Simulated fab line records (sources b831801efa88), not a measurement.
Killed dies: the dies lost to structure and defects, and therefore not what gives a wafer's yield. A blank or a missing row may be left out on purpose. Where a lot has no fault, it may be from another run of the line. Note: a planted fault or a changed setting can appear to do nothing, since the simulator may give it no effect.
Which tool is to blame? ; flow sky130 ; Sampling: 10 lots, 30 wafers, 4 of 708 route steps

## WHAT THE GAUGES SHOWED, per wafer
SKY_CAP2M_RS_MEAS_03: uses a four-point probe to measure.
lot;measured;on;CAP2M_TIN_RS (ohm/sq)
L447;day 40 03:45;filmMetro-03;7.00 6.97 7.01
L449;day 40 08:40;filmMetro-02;6.83 6.77 6.80
L453;day 41 23:17;filmMetro-04;6.88 6.90 6.88
L454;day 42 07:45;filmMetro-04;6.92 6.90 6.94
L455;day 42 16:37;filmMetro-03;6.92 6.91 6.93
L457;day 43 01:10;filmMetro-03;6.87 6.83 6.81
L459;day 43 14:43;filmMetro-04;7.05 6.99 7.10
L461;day 43 21:30;filmMetro-02;6.56 6.54 6.58
L460;day 43 23:32;filmMetro-04;6.52 6.52 6.49
L462;day 44 08:37;filmMetro-04;6.55 6.50 6.54

## WHICH TOOL RAN EACH LOT (tool, then ch and the chambers of the sampled wafers, then the start)
lot;SKY_VIA1_ETCH_15;SKY_VIA1_CVD_21;SKY_CAP2M_SPUTTER_02
L447;rieDiel-03 ch 1,2,3, day 34 08:49;cvdW-01 ch 0,1, day 34 09:31;pvdSputter-04, day 40 03:37
L449;rieDiel-03 ch 0,2,3, day 34 14:53;cvdW-01 ch 0,1, day 34 15:38;pvdSputter-01, day 40 08:34
L453;rieDiel-01 ch 1,2,3, day 36 08:03;cvdW-02 ch 0,1, day 36 09:11;pvdSputter-01, day 41 23:10
L454;rieDiel-02 ch 0,2,3, day 36 17:30;cvdW-02 ch 0,1, day 36 18:14;pvdSputter-01, day 42 07:37
L455;rieDiel-02 ch 0,2, day 37 03:11;cvdW-02 ch 0, day 37 03:56;pvdSputter-04, day 42 16:30
L457;rieDiel-03 ch 0,1,2, day 37 14:45;cvdW-02 ch 0, day 37 15:29;pvdSputter-01, day 43 01:04
L459;rieDiel-01 ch 0,1,3, day 38 05:15;cvdW-01 ch 0,1, day 38 05:59;pvdSputter-04, day 43 14:36
L461;rieDiel-01 ch 0,2,3, day 38 13:12;cvdW-02 ch 0,1, day 38 13:54;pvdSputter-01, day 43 21:23
L460;rieDiel-03 ch 1,2, day 38 13:51;cvdW-02 ch 0,1, day 38 14:37;pvdSputter-01, day 43 23:23
L462;rieDiel-02 ch 0,1,3, day 38 22:07;cvdW-02 ch 0,1, day 38 22:48;pvdSputter-01, day 44 08:31
- SKY_VIA1_ETCH_15: etches SiO2 in C4F8/O2/Ar, stops on TiN, target depth 351 nm, time 54 s.
- SKY_VIA1_CVD_21: deposits W, target thk 270 nm, time 80.902 s.
- SKY_CAP2M_SPUTTER_02: material TiN, target thk 200 nm, time 166.7 s.

## THE ANSWER, worked out from the rows above alone
Rule: usual is defined by the lots themselves. The widest of any qualifying gaps counts: lots, ordered by their means at a reading, are off when they make up no more than a third of the lots, leave a main group of 4 or more, and stand apart from it by 3 or more times the standard deviation of that group's means. A main group is skipped when, at the precision printed for the reading in the tables above, its means are all equal. Also off: a lot with no number at a reading for which 4 or more lots have one. The other lots that the step has rows for count as sound.
Off: at SKY_CAP2M_RS_MEAS_03 (CAP2M_TIN_RS), L461, L460, L462. Main group: mean 6.91 ohm/sq, sd 0.079.
If a tool, at a process step before that reading, ran all the lots that are off and no sound lot after the first of them, it fits. Gauges at SKY_CAP2M_RS_MEAS_03: tried the same way as those tools. 2 tools fit, cvdW-02 at SKY_VIA1_CVD_21 and pvdSputter-01 at SKY_CAP2M_SPUTTER_02, so this cannot tell which one it is.

## WHAT HAD BEEN PUT IN BY THE SIMULATOR
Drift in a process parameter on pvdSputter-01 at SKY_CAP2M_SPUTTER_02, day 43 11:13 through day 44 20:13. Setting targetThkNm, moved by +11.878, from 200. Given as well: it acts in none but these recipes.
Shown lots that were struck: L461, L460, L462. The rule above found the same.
